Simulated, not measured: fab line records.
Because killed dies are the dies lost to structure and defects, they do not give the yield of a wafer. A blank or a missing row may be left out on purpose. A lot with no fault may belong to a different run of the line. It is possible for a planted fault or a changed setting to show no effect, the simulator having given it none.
A struck lot beside a sound one | flow sky130 | 17 out of 708 route steps
Sound: these wafers, L479.1, L479.3, L479.5. The struck wafers were L476.1, L476.4, L476.5. Last of all comes the cause.
Order at every step that has rows: each side's tool, ch and its chambers, its first start. Under that, the readings that differ: sound wafers | struck wafers | difference of the means | sigmas: that difference in standard deviations of wafers without a fault.
alike: readings whose means differ by less than 2 such deviations, and words and numbers that are the same on both sides. not compared: withheld readings, readings that some wafer has no value for, bounds like >300 that may hide the same value, and numbers for which the record gives no deviation and whose values overlap.
Wherever a step has rows on one side only, a row that says differs or no value, or a row with sigmas, the two part there. Numbers that don't overlap but have no deviation are shown without sigmas and don't part them. A reading that every wafer of one side lacks parts them only if that side has two wafers or more.

first, 5 steps without rows for these wafers: SKY_FIELD_ISO_WET_ETCH_28 (etches SiO2 in dHF, target depth 23.7 nm, time 47 s); SKY_FIELD_ISO_WET_ETCH_29 (etches Si3N4 in H3PO4, target depth 160 nm, time 1825 s); SKY_FIELD_ISO_WET_ETCH_30 (etches SiO2 in dHF, target depth 25 nm, time 50 s); SKY_NWELL_CLEAN_00 (cleans in SC1/SC2, time 150 s); SKY_NWELL_OXIDATION_01 (stabilise 600 s, purge 300 s, target thk 10 nm).
SKY_NWELL_THK_MEAS_02:
  sound: filmMetro-03 at day 6 17:38; struck: filmMetro-03 at day 6 01:09
  alike: NWELL_OXIDATION_THK
then, 6 steps without rows for these wafers: SKY_DNWELL_DEHYDRATE_00 (time 60 s); SKY_DNWELL_HMDS_01 (prime time 60 s); SKY_DNWELL_COAT_02 (resist thk 3000 nm); SKY_DNWELL_SOFTBAKE_03; SKY_DNWELL_EXPOSE_04 (exposes mask DNM, target cd 3000 nm); SKY_DNWELL_PEB_05.
SKY_DNWELL_DEVELOP_06: develop time 60 s.
  sound on lithoTrack-01 ch 0, day 7 13:00; struck on lithoTrack-02, day 6 18:00
  no value came back on the struck wafers for chillPlateTempC (C), developTimeS (s); on the sound wafers chillPlateTempC (C) reads 22.90 22.98 22.99
following that, these wafers have no rows for 1 step: SKY_DNWELL_IMPLANT_07.
SKY_DNWELL_STRIP_08: strips in O2/N2.
  sound on plasmaAsher-02 ch 0,1, day 7 13:46; struck on plasmaAsher-03 ch 0,1, day 6 19:01
  alike: drypumpMotorCurrentA, oesProductAu, stripTimeToEndpointS
  not compared: rfHoursCounterH
SKY_DNWELL_TW_MEAS_09:
  sound: filmMetro-03 at day 7 13:52; struck: filmMetro-03 at day 6 19:07
reading   | sound          | struck   | difference | sigmas
DNWELL_TW | 1119 1117 1116 | 30 30 30 | -1087      | -99 or more
then, 1 step without rows for these wafers: SKY_PWDE_DEHYDRATE_00 (time 60 s).

## WHERE THEY PART
First at SKY_DNWELL_DEVELOP_06; last, within this record, at SKY_DNWELL_TW_MEAS_09.

WHY: what had been put in by the simulator
Entire step skipped (lithoTrack-02, SKY_DNWELL_DEVELOP_06), from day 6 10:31 onward. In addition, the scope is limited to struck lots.
